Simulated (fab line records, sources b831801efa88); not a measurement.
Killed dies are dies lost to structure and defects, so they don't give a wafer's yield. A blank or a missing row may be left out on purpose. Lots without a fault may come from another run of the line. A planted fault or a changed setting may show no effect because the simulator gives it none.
Which tool did it? | flow gf180mcu | 24 lots, 72 wafers sampled, at 6 steps of a route of 602

WHAT THE GAUGES READ, wafer by wafer
GF_V4_RS_MEAS_24: measures by four-point-probe.
lot  | measured     | on            | V4_W_RS (ohm/sq)
L074 | day 24 19:07 | film_metro-04 | 0.327 0.330 0.331
L075 | day 25 05:43 | film_metro-04 | 0.327 0.325 0.331
L077 | day 25 07:00 | film_metro-02 | 0.326 0.327 0.326
L076 | day 25 10:45 | film_metro-04 | 0.328 0.326 0.329
L078 | day 25 22:26 | film_metro-01 | 0.331 0.326 0.330
L079 | day 26 04:10 | film_metro-02 | 0.324 0.325 0.321
L080 | day 26 17:11 | film_metro-04 | 0.325 0.325 0.325
L081 | day 26 19:49 | film_metro-02 | 0.329 0.331 0.329
L082 | day 27 10:42 | film_metro-04 | 0.325 0.326 0.328
L083 | day 27 17:26 | film_metro-02 | 0.325 0.331 0.327
L084 | day 27 22:37 | film_metro-04 | 0.326 0.324 0.325
L085 | day 28 07:38 | film_metro-04 | 0.333 0.334 0.330
L086 | day 28 13:56 | film_metro-04 | 0.324 0.326 0.325
L087 | day 29 00:37 | film_metro-01 | 0.331 0.333 0.330
L089 | day 29 12:29 | film_metro-01 | 0.325 0.321 0.325
L088 | day 29 14:29 | film_metro-04 | 0.332 0.330 0.333
L091 | day 30 01:44 | film_metro-04 | 0.330 0.331 0.336
L090 | day 30 03:37 | film_metro-01 | 0.325 0.330 0.326
L092 | day 30 12:25 | film_metro-01 | 0.332 0.328 0.332
L093 | day 30 18:24 | film_metro-04 | 0.336 0.329 0.331
L095 | day 30 21:10 | film_metro-01 | 0.325 0.325 0.325
L094 | day 30 23:05 | film_metro-04 | 0.324 0.325 0.326
L096 | day 31 08:02 | film_metro-01 | 0.326 0.334 0.330
L097 | day 31 14:31 | film_metro-04 | 0.333 0.327 0.329

GF_MIM_THK_MEAS_11: measures by xrf.
lot  | measured     | on            | MIM_ALCU_THK (nm)
L074 | day 24 20:10 | film_metro-03 | 200.3 203.3 198.3
L075 | day 25 06:43 | film_metro-04 | 201.0 198.6 201.4
L077 | day 25 08:01 | film_metro-03 | 199.1 199.2 198.7
L076 | day 25 11:45 | film_metro-02 | 202.6 201.0 202.1
L078 | day 25 23:27 | film_metro-02 | 202.9 201.2 203.9
L079 | day 26 05:16 | film_metro-02 | 201.9 200.9 196.4
L080 | day 26 18:10 | film_metro-03 | 200.9 198.1 200.7
L081 | day 26 20:50 | film_metro-04 | 202.8 205.3 202.1
L082 | day 27 12:00 | film_metro-03 | 201.9 203.4 201.2
L083 | day 27 18:25 | film_metro-02 | 197.9 196.7 199.5
L084 | day 27 23:38 | film_metro-02 | 196.7 200.9 196.3
L085 | day 28 08:39 | film_metro-04 | 200.8 199.2 200.9
L086 | day 28 14:56 | film_metro-04 | 201.8 200.7 200.6
L087 | day 29 01:37 | film_metro-04 | 200.3 200.4 201.9
L089 | day 29 13:30 | film_metro-03 | 202.6 201.5 202.9
L088 | day 29 15:30 | film_metro-03 | 201.2 200.2 200.4
L091 | day 30 02:45 | film_metro-04 | 201.5 199.8 201.3
L090 | day 30 04:37 | film_metro-04 | 199.3 197.0 199.6
L092 | day 30 13:25 | film_metro-02 | 201.0 199.8 201.0
L093 | day 30 19:25 | film_metro-04 | 200.6 196.4 196.3
L095 | day 30 22:11 | film_metro-04 | 204.9 206.1 207.1
L094 | day 31 00:06 | film_metro-03 | 198.2 198.0 197.8
L096 | day 31 09:03 | film_metro-03 | 204.5 202.6 202.5
L097 | day 31 15:45 | film_metro-04 | 203.1 198.9 203.0

WHICH TOOL RAN EACH LOT (tool, then ch and the chambers of the sampled wafers, then the start)
lot  | GF_V3_CMP_04                  | GF_M4_STRIP_17                       | GF_V4_CVD_23                  | GF_MIM_SPUTTER_07
L074 | cmp-01 ch 0,1,2, day 21 18:20 | plasma_asher-03 ch 0,1, day 23 18:26 | cvd_w-02 ch 0,1, day 24 19:00 | pvd_sputter-02, day 24 19:57
L075 | cmp-02 ch 0,3, day 22 05:55   | plasma_asher-03 ch 0,1, day 24 05:04 | cvd_w-01 ch 0, day 25 05:31   | pvd_sputter-02, day 25 06:29
L077 | cmp-01 ch 1,2,3, day 22 07:20 | plasma_asher-04 ch 0,1, day 24 06:47 | cvd_w-02 ch 0,1, day 25 06:52 | pvd_sputter-04, day 25 07:47
L076 | cmp-01 ch 0,1,2, day 22 10:54 | plasma_asher-03 ch 0,1, day 24 10:56 | cvd_w-02 ch 0,1, day 25 10:37 | pvd_sputter-04, day 25 11:31
L078 | cmp-02 ch 0,1,2, day 22 23:53 | plasma_asher-03 ch 0,1, day 24 23:04 | cvd_w-01 ch 0,1, day 25 22:20 | pvd_sputter-02, day 25 23:14
L079 | cmp-02 ch 1,2, day 23 05:10   | plasma_asher-04 ch 0,1, day 25 04:22 | cvd_w-01 ch 0,1, day 26 04:03 | pvd_sputter-02, day 26 05:01
L080 | cmp-01 ch 0,2,3, day 23 18:22 | plasma_asher-03 ch 0,1, day 25 17:19 | cvd_w-01 ch 0,1, day 26 17:02 | pvd_sputter-02, day 26 17:55
L081 | cmp-02 ch 0,1,2, day 23 22:49 | plasma_asher-03 ch 0,1, day 25 20:38 | cvd_w-02 ch 0,1, day 26 19:43 | pvd_sputter-04, day 26 20:37
L082 | cmp-01 ch 2,3, day 24 14:31   | plasma_asher-04 ch 0,1, day 26 11:32 | cvd_w-01 ch 0,1, day 27 10:34 | pvd_sputter-02, day 27 11:46
L083 | cmp-02 ch 0,1, day 24 22:01   | plasma_asher-02 ch 0,1, day 26 18:52 | cvd_w-01 ch 0,1, day 27 17:18 | pvd_sputter-03, day 27 18:10
L084 | cmp-01 ch 0,1,3, day 25 03:16 | plasma_asher-03 ch 0,1, day 27 00:17 | cvd_w-01 ch 0,1, day 27 22:31 | pvd_sputter-04, day 27 23:25
L085 | cmp-02 ch 0,1, day 25 12:23   | plasma_asher-03 ch 0,1, day 27 08:44 | cvd_w-01 ch 0,1, day 28 07:31 | pvd_sputter-03, day 28 08:26
L086 | cmp-01 ch 1,2,3, day 25 20:27 | plasma_asher-04 ch 0,1, day 27 15:26 | cvd_w-01 ch 0,1, day 28 13:49 | pvd_sputter-03, day 28 14:43
L087 | cmp-02 ch 0,3, day 26 07:13   | plasma_asher-04 ch 0,1, day 28 02:19 | cvd_w-02 ch 0,1, day 29 00:31 | pvd_sputter-03, day 29 01:23
L089 | cmp-02 ch 0,1,2, day 26 20:42 | plasma_asher-04 ch 1, day 28 15:05   | cvd_w-01 ch 0,1, day 29 12:22 | pvd_sputter-03, day 29 13:16
L088 | cmp-01 ch 0,1, day 26 21:59   | plasma_asher-02 ch 0,1, day 28 16:50 | cvd_w-02 ch 0,1, day 29 14:22 | pvd_sputter-04, day 29 15:16
L091 | cmp-01 ch 0,1,3, day 27 10:51 | plasma_asher-03 ch 0,1, day 29 04:32 | cvd_w-01 ch 0,1, day 30 01:37 | pvd_sputter-02, day 30 02:31
L090 | cmp-01 ch 0,1,2, day 27 12:49 | plasma_asher-02 ch 0,1, day 29 06:02 | cvd_w-01 ch 0,1, day 30 03:29 | pvd_sputter-04, day 30 04:24
L092 | cmp-01 ch 2,3, day 27 22:25   | plasma_asher-02 ch 0,1, day 29 15:22 | cvd_w-02 ch 0,1, day 30 12:18 | pvd_sputter-02, day 30 13:10
L093 | cmp-01 ch 1,2, day 28 06:13   | plasma_asher-03 ch 0,1, day 29 22:05 | cvd_w-01 ch 1, day 30 18:16   | pvd_sputter-03, day 30 19:11
L095 | cmp-01 ch 0,3, day 28 08:42   | plasma_asher-02 ch 0, day 30 01:11   | cvd_w-02 ch 0,1, day 30 21:04 | pvd_sputter-02, day 30 21:58
L094 | cmp-01 ch 0,1,2, day 28 09:44 | plasma_asher-04 ch 1, day 30 02:41   | cvd_w-02 ch 0,1, day 30 22:58 | pvd_sputter-04, day 30 23:53
L096 | cmp-01 ch 0,1,2, day 28 19:47 | plasma_asher-04 ch 0,1, day 30 11:38 | cvd_w-01 ch 0,1, day 31 07:55 | pvd_sputter-02, day 31 08:50
L097 | cmp-02 ch 0,3, day 29 04:02   | plasma_asher-02 ch 0,1, day 30 19:11 | cvd_w-01 ch 0,1, day 31 14:23 | pvd_sputter-02, day 31 15:31
- GF_V3_CMP_04: polishes SiO2.
- GF_M4_STRIP_17: strips in O2/N2.
- GF_V4_CVD_23: deposits W, target thk 350 nm, time 104.9 s.
- GF_MIM_SPUTTER_07: material TiN, target thk 60 nm, time 50 s.

WHAT THE TOOLS THEMSELVES READ (means of the sampled wafers that have a number; where no wafer has one, the mark that the record gives instead)
GF_V3_CMP_04.
lot  | tool   | motor_current_A (A) | retaining_ring_pressure_frac | time_to_endpoint_s (s)
L074 | cmp-01 | 12.3                | 0.999                        | 77
L075 | cmp-02 | 12.9                | 0.996                        | 75
L077 | cmp-01 | 12.3                | 1.000                        | 80
L076 | cmp-01 | 12.2                | 0.998                        | 83
L078 | cmp-02 | 12.5                | 0.995                        | 71
L079 | cmp-02 | 12.0                | 0.997                        | 68
L080 | cmp-01 | 12.6                | 1.000                        | 84
L081 | cmp-02 | 12.7                | 0.999                        | 69
L082 | cmp-01 | 12.5                | 0.997                        | 84
L083 | cmp-02 | 12.5                | 1.000                        | 76
L084 | cmp-01 | 11.9                | 0.994                        | 83
L085 | cmp-02 | 12.6                | 1.002                        | 70
L086 | cmp-01 | 11.7                | 1.005                        | 77
L087 | cmp-02 | 12.7                | 0.998                        | 73
L089 | cmp-02 | 12.6                | 1.003                        | 82
L088 | cmp-01 | 12.1                | 1.004                        | 81
L091 | cmp-01 | 11.9                | 1.006                        | 78
L090 | cmp-01 | 12.2                | 1.006                        | 79
L092 | cmp-01 | 12.7                | 1.003                        | 81
L093 | cmp-01 | 12.2                | 0.994                        | 84
L095 | cmp-01 | 12.7                | 1.004                        | 79
L094 | cmp-01 | 12.2                | 1.003                        | 83
L096 | cmp-01 | 11.9                | 0.998                        | 83
L097 | cmp-02 | 11.9                | 1.001                        | 76

GF_M4_STRIP_17.
lot  | tool            | drypump_motor_current_A (A) | heater_power_w (W) | oes_product_au (a.u.) | strip_time_to_endpoint_s (s)
L074 | plasma_asher-03 | 5.60                        | 358                | 0.534                 | 7.38
L075 | plasma_asher-03 | 5.59                        | 357                | 0.540                 | 7.34
L077 | plasma_asher-04 | 5.74                        | 337                | 0.538                 | 7.37
L076 | plasma_asher-03 | 5.59                        | 357                | 0.537                 | 7.42
L078 | plasma_asher-03 | 5.59                        | 351                | 0.533                 | 7.40
L079 | plasma_asher-04 | 5.91                        | 349                | 0.539                 | 7.40
L080 | plasma_asher-03 | 5.60                        | 350                | 0.535                 | 7.37
L081 | plasma_asher-03 | 5.60                        | 361                | 0.530                 | 7.31
L082 | plasma_asher-04 | 5.72                        | 336                | 0.538                 | 7.34
L083 | plasma_asher-02 | 5.99                        | 395                | 0.535                 | 7.35
L084 | plasma_asher-03 | 5.58                        | 353                | 0.543                 | 7.47
L085 | plasma_asher-03 | 5.60                        | 349                | 0.536                 | 7.41
L086 | plasma_asher-04 | 5.76                        | 342                | 0.537                 | 7.35
L087 | plasma_asher-04 | 5.74                        | 341                | 0.537                 | 7.38
L089 | plasma_asher-04 | 5.55                        | 324                | 0.535                 | 7.40
L088 | plasma_asher-02 | 6.01                        | 368                | 0.539                 | 7.47
L091 | plasma_asher-03 | 5.58                        | 357                | 0.542                 | 7.48
L090 | plasma_asher-02 | 6.00                        | 390                | 0.540                 | 7.43
L092 | plasma_asher-02 | 5.99                        | 367                | 0.536                 | 7.42
L093 | plasma_asher-03 | 5.59                        | 358                | 0.535                 | 7.32
L095 | plasma_asher-02 | 5.97                        | 335                | 0.539                 | 7.40
L094 | plasma_asher-04 | 5.56                        | 327                | 0.538                 | 7.45
L096 | plasma_asher-04 | 5.95                        | 363                | 0.537                 | 7.40
L097 | plasma_asher-02 | 5.99                        | 368                | 0.536                 | 7.37

GF_V4_CVD_23.
lot  | tool     | heater_power_w (W)
L074 | cvd_w-02 | 771
L075 | cvd_w-01 | 805
L077 | cvd_w-02 | 850
L076 | cvd_w-02 | 771
L078 | cvd_w-01 | 828
L079 | cvd_w-01 | 820
L080 | cvd_w-01 | 841
L081 | cvd_w-02 | 857
L082 | cvd_w-01 | 812
L083 | cvd_w-01 | 808
L084 | cvd_w-01 | 828
L085 | cvd_w-01 | 836
L086 | cvd_w-01 | 832
L087 | cvd_w-02 | 850
L089 | cvd_w-01 | 835
L088 | cvd_w-02 | 848
L091 | cvd_w-01 | 836
L090 | cvd_w-01 | 816
L092 | cvd_w-02 | 780
L093 | cvd_w-01 | 846
L095 | cvd_w-02 | 862
L094 | cvd_w-02 | 866
L096 | cvd_w-01 | 837
L097 | cvd_w-01 | 817

GF_MIM_SPUTTER_07.
lot  | tool           | throttle_valve_pct (%)
L074 | pvd_sputter-02 | 29.7
L075 | pvd_sputter-02 | 30.7
L077 | pvd_sputter-04 | 28.8
L076 | pvd_sputter-04 | 29.0
L078 | pvd_sputter-02 | 29.7
L079 | pvd_sputter-02 | 30.7
L080 | pvd_sputter-02 | 29.1
L081 | pvd_sputter-04 | 28.9
L082 | pvd_sputter-02 | 30.4
L083 | pvd_sputter-03 | 29.1
L084 | pvd_sputter-04 | 29.2
L085 | pvd_sputter-03 | 29.6
L086 | pvd_sputter-03 | 29.5
L087 | pvd_sputter-03 | 29.8
L089 | pvd_sputter-03 | 29.0
L088 | pvd_sputter-04 | 29.4
L091 | pvd_sputter-02 | 30.5
L090 | pvd_sputter-04 | 28.8
L092 | pvd_sputter-02 | 29.8
L093 | pvd_sputter-03 | 29.1
L095 | pvd_sputter-02 | 30.5
L094 | pvd_sputter-04 | 28.4
L096 | pvd_sputter-02 | 30.3
L097 | pvd_sputter-02 | 29.6

THE ANSWER, worked out from the rows above alone
Rule: what is usual is taken from the lots themselves. Put in order of their means at a reading, lots are off if they are a third of the lots or fewer, leave a main group of 4 or more, and stand apart from it by a gap of 3 or more times the standard deviation of the main group's means; of several such gaps the widest counts. A main group whose means are all the same, to the digits that the tables above print for the reading, isn't used. A lot without any number at a reading at which 4 lots or more have one is off too. The other lots that the step has rows for count as sound. The gauges are gone through in route order, then the tools' own readings, and for those a lot's mean is taken as printed above. The first step at which some lot is off is used, and at that step the reading that is off furthest; a lot without a number counts as furthest.
No lot is off at any reading shown: from this, nothing can be told.

WHAT THE SIMULATOR HAD PUT IN
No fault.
